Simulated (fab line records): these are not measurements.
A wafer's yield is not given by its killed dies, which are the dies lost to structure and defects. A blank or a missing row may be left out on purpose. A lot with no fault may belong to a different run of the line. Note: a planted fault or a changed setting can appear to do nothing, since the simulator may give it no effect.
Which tool did it?    flow sky130    37 wafers from 13 lots sampled at 5 of the route's 708 steps

== WHAT THE GAUGES SHOWED, per wafer ==
SKY_FIELD_ISO_THK_MEAS_02. Usual: FIELD_ISO_OXIDATION_00_THK gives 12.03 nm (standard deviation 0.22).
lot   measured     on             FIELD_ISO_OXIDATION_00_THK (nm)  flag
L980  day 1 13:19  film_metro-01  12.31 12.27 12.26                
L981  day 1 16:38  film_metro-02  12.08 12.06 12.25                
L982  day 1 22:19  film_metro-01  12.41 12.25 12.33                
L983  day 2 02:40  film_metro-04  11.48 11.71 11.48                
L984  day 2 08:39  film_metro-01  11.63 11.68 11.69                
L986  day 2 18:10  film_metro-04  12.14 12.11                      
L987  day 2 23:46  film_metro-04  12.12 11.99 12.16                
L988  day 3 04:23  film_metro-04  12.02 12.07                      
L998  day 5 06:15  film_metro-02  12.02 12.11 11.87                
L999  day 5 11:31  film_metro-02  11.68 11.76 11.80                
L100  day 5 16:01  film_metro-04  11.92 12.06 11.91                
L101  day 5 21:46  film_metro-01  11.65 11.84 11.99                
L103  day 6 09:30  film_metro-04  11.92 11.94 11.91                

SKY_SONOS_ONO_THK_MEAS_01. Usual: SONOS_ONO_OXIDATION_THK gives 2.60 nm (standard deviation 0.065).
lot   measured      on             SONOS_ONO_OXIDATION_THK (nm)  flag
L980  day 11 16:06  film_metro-01  2.49 2.55 2.59                
L981  day 11 18:41  film_metro-04  2.48 2.57 2.54                
L982  day 12 00:27  film_metro-04  2.49 2.53 2.55                
L983  day 12 11:44  film_metro-01  2.48 2.52 2.55                
L984  day 12 20:59  film_metro-02  2.54 2.64 2.63                
L986  day 13 09:01  film_metro-02  2.57 2.60                     
L987  day 13 17:47  film_metro-01  2.59 2.53 2.55                
L988  day 14 02:29  film_metro-04  2.51 2.50                     
L998  day 17 10:21  film_metro-04  2.66 2.68 2.60                
L999  day 17 20:17  film_metro-04  2.72 2.73 2.71                
L100  day 18 00:19  film_metro-02  2.65 2.65 2.69                
L101  day 18 09:51  film_metro-01  2.67 2.67 2.63                
L103  day 20 01:35  film_metro-01  2.67 2.63 2.69                

SKY_VIA4_THK_MEAS_01. Usual: VIA4_HDPCVD_THK gives 1728 nm (standard deviation 21).
lot   measured      on             VIA4_HDPCVD_THK (nm)  flag
L980  day 41 19:44  film_metro-01  1748 1724 1734        
L981  day 41 22:31  film_metro-01  1761 1751 1710        
L982  day 42 04:58  film_metro-02  1708 1720 1690        
L983  day 42 14:47  film_metro-04  1742 1740 1710        
L984  day 42 22:40  film_metro-04  1742 1776 1763        
L986  day 43 11:01  film_metro-04  1708 1214             OFF
L987  day 43 20:29  film_metro-01  1707 1197 1247        OFF
L988  day 44 04:31  film_metro-04  1741 1195             OFF
L998  day 46 13:39  film_metro-04  1757 1756 1705        
L999  day 46 17:45  film_metro-01  1724 1684 1735        
L100  day 46 22:26  film_metro-02  1749 1751 1756        
L101  day 47 10:23  film_metro-04  1707 1698 1695        
L103  day 48 15:05  film_metro-02  1707 1721 1710        

== TOOL THAT RAN EACH LOT (tool first, then ch and the chambers of the sampled wafers, then the start) ==
lot   SKY_CONTACT_ETCH_18                            SKY_VIA4_HDPCVD_00
L980  rie_diel-01 ch 1,2, day 41 19:32 or earlier    hdpcvd-02 ch 1,2, day 41 19:32
L981  rie_diel-03 ch 0,1,3, day 41 22:20 or earlier  hdpcvd-02 ch 0,2, day 41 22:20
L982  rie_diel-04 ch 1,2, day 42 04:47 or earlier    hdpcvd-01 ch 0,2, day 42 04:47
L983  rie_diel-03 ch 1,2,3, day 42 14:37 or earlier  hdpcvd-01 ch 0,1,2, day 42 14:37
L984  rie_diel-01 ch 0,2,3, day 42 22:29 or earlier  hdpcvd-02 ch 0,1, day 42 22:29
L986  rie_diel-04 ch 0,2, day 43 10:49 or earlier    hdpcvd-02 ch 0,2, day 43 10:49
L987  rie_diel-03 ch 0,2, day 43 20:17 or earlier    hdpcvd-02 ch 0,1,2, day 43 20:17
L988  rie_diel-01 ch 0,1, day 44 04:20 or earlier    hdpcvd-02 ch 0,2, day 44 04:20
L998  rie_diel-01 ch 2,3, day 46 13:28 or earlier    hdpcvd-02 ch 0,2, day 46 13:28
L999  rie_diel-04 ch 0,1,2, day 46 17:34 or earlier  hdpcvd-01 ch 0,1,2, day 46 17:34
L100  rie_diel-04 ch 0,1,2, day 46 22:16 or earlier  hdpcvd-02 ch 0,2, day 46 22:16
L101  rie_diel-01 ch 1,3, day 47 10:07 or earlier    hdpcvd-01 ch 0,2, day 47 10:07
L103  rie_diel-01 ch 0,1, day 48 14:55 or earlier    hdpcvd-02 ch 1,2, day 48 14:55
- SKY_CONTACT_ETCH_18: etches Si3N4 in CHF3/O2, stops on TiN, time 39 s, target depth 75 nm.
- SKY_VIA4_HDPCVD_00: deposits SiO2, target thk 1750 nm, time 291.7 s.

== WHAT THE TOOLS THEMSELVES READ (means of the sampled wafers that have a number; where no wafer has one, the mark that the record gives instead) ==
SKY_CONTACT_ETCH_18. Usual: drypump_motor_current_A 5.6 A, standard deviation 0.43; oes_product_au 0.853 a.u., standard deviation 0.009; rf_fwd_power_W 594.1 W, standard deviation 2.8; throttle_valve_pct 8.793 %, standard deviation 0.0093.
lot   tool         drypump_motor_current_A (A)  oes_product_au (a.u.)  rf_fwd_power_W (W)  throttle_valve_pct (%)  flag
L980  rie_diel-01  5.9                          0.851                  595.4               8.794                   
L981  rie_diel-03  5.9                          0.851                  596.8               8.787                   
L982  rie_diel-04  5.1                          0.852                  593.1               8.795                   
L983  rie_diel-03  5.6                          0.842                  592.9               8.787                   
L984  rie_diel-01  5.8                          0.848                  592.1               8.785                   
L986  rie_diel-04  5.3                          0.850                  594.8               8.797                   
L987  rie_diel-03  6.0                          0.841                  595.9               8.784                   
L988  rie_diel-01  5.8                          0.854                  590.2               8.794                   
L998  rie_diel-01  5.9                          0.853                  592.5               8.792                   
L999  rie_diel-04  5.2                          0.851                  594.5               8.796                   
L100  rie_diel-04  5.2                          0.851                  595.6               8.791                   
L101  rie_diel-01  5.9                          0.848                  594.2               8.789                   
L103  rie_diel-01  5.8                          0.853                  592.9               8.788                   

== THE ANSWER, worked out from the rows above alone ==
Rule: take the mean of a lot's wafers that have a number; if it is more than 3 standard deviations from the usual mean, the lot is off. Also off: a lot with no number at a reading for which 4 or more lots have one. Any other lot the step has rows for is counted as sound. First the gauges in route order, then the tools' own readings, where a lot's mean is used as printed above. The first step at which some lot is off is used, and at that step the reading that is off furthest; a lot without a number counts as furthest.
Off: L986, L987, L988, at SKY_VIA4_THK_MEAS_01 (VIA4_HDPCVD_THK).
If a tool, at a process step before that reading, ran all the lots that are off and no sound lot after the first of them, it fits. The gauges at SKY_VIA4_THK_MEAS_01 are tried like those tools. SKY_CONTACT_ETCH_18 gives no start for some lots, so the hours and the order of its lots are those of SKY_VIA4_HDPCVD_00. Not one of the candidates tried fits.

== WHAT THE SIMULATOR HAD INSERTED ==
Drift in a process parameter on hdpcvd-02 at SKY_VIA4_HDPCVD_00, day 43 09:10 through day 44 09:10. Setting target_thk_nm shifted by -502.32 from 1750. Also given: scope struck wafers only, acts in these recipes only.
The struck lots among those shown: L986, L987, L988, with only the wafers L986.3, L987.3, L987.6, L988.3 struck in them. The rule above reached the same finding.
